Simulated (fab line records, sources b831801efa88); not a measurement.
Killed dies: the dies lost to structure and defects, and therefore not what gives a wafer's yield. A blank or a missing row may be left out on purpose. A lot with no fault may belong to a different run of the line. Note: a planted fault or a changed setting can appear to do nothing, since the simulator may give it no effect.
Problem report, 8D (eight disciplines) form, completed by code    flow sfq_line    the parts of the form that need people (team, actions taken, sign-off) are left out

## 1. WHAT IS WRONG
At SFQ_TRILAYER_M6_BARC_OPEN_METAL_ETCH_206, oes_product_au averages 0.762 a.u. over 4 wafers from 3 lots, while fault-free wafers read 0.685 a.u., standard deviation 0.0044. Relative to the usual mean, that is a shift of +18 standard deviations.
The step: etches BARC in O2, target depth 125 nm, time 41.7 s.
Seen first at day 70 03:34 on rie_metal-02, wafer L519.4. At this step, 44 wafers from 15 lots have a number in the record. The rule behind "out" and "out of limits": a value lying over 4 standard deviations away from the usual mean. The rest of the wafers with a number are treated as sound.

## 2. WHAT IT IS, AND WHAT IT ISN'T
question                     is                              is not
which readings at this step  oes_product_au, run_length_s    drypump_motor_current_A
which lots                   L519, L520, L523                L517, L518, L529, L530, L531, L532, L534, L535, L537, L538, L539, L540
which wafers of those lots   L519.4, L520.3, L523.3, L523.4  L519.1, L519.6, L520.1, L520.5
read on which tools          rie_metal-02                    rie_metal-01, rie_metal-04
when                         from day 70 03:34               up to then (8 sound wafers); but 32 sound wafers of L520, L529, L530, L531, L532, L534, L535, L537, L538, L539, L540 came after

## 3. WHAT RULES OUT EACH SUSPECT
Counting: any tool at a process step up to the reading remains a suspect provided it ran every lot that is out. Sound lots after the first of them don't rule it out here, since some wafers of a struck lot are sound.
- rie_metal-02 at SFQ_TRILAYER_M6_BARC_OPEN_METAL_ETCH_206 (etches BARC in O2, target depth 125 nm, time 41.7 s): kept. Every lot that is out went through it, the first being L519 (day 70 03:34); the last sound lot it ran before that was L518 (day 69 23:35). On those wafers its own readings are out: oes_product_au, run_length_s.
After counting, what remains is rie_metal-02 at SFQ_TRILAYER_M6_BARC_OPEN_METAL_ETCH_206.

## 4. THE CAUSE (what the simulator had put in)
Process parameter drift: rie_metal-02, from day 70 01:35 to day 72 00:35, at SFQ_TRILAYER_M6_BARC_OPEN_METAL_ETCH_206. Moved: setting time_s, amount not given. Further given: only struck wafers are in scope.
Only this tool survived the counting.

## 5. SEQUENCE OF EFFECTS, ordered by route
One row per reading whose mean, taken over the struck wafers that have a number, lies over 3 standard deviations from the usual. Only readings for which the record gives a usual standard deviation are gone through. hours: the time from each lot's start at the first step in this table that gives one to its start at this step, as a median over the lots. sigmas: the change in usual standard deviations.
hours  step                                      reading         usual       on struck wafers  change  sigmas
0      SFQ_TRILAYER_M6_BARC_OPEN_METAL_ETCH_206  oes_product_au  0.685 a.u.  0.762             +0.077  +18
0      SFQ_TRILAYER_M6_BARC_OPEN_METAL_ETCH_206  run_length_s    70.2 s      64.4              -5.8    -13
Process steps it contains:
- SFQ_TRILAYER_M6_BARC_OPEN_METAL_ETCH_206: etches BARC in O2, target depth 125 nm, time 41.7 s.

## 6. WHAT WOULD HAVE CAUGHT IT SOONER
The fault began at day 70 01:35; the first out-of-limits reading in this record came at day 70 03:34, 2 hours later.
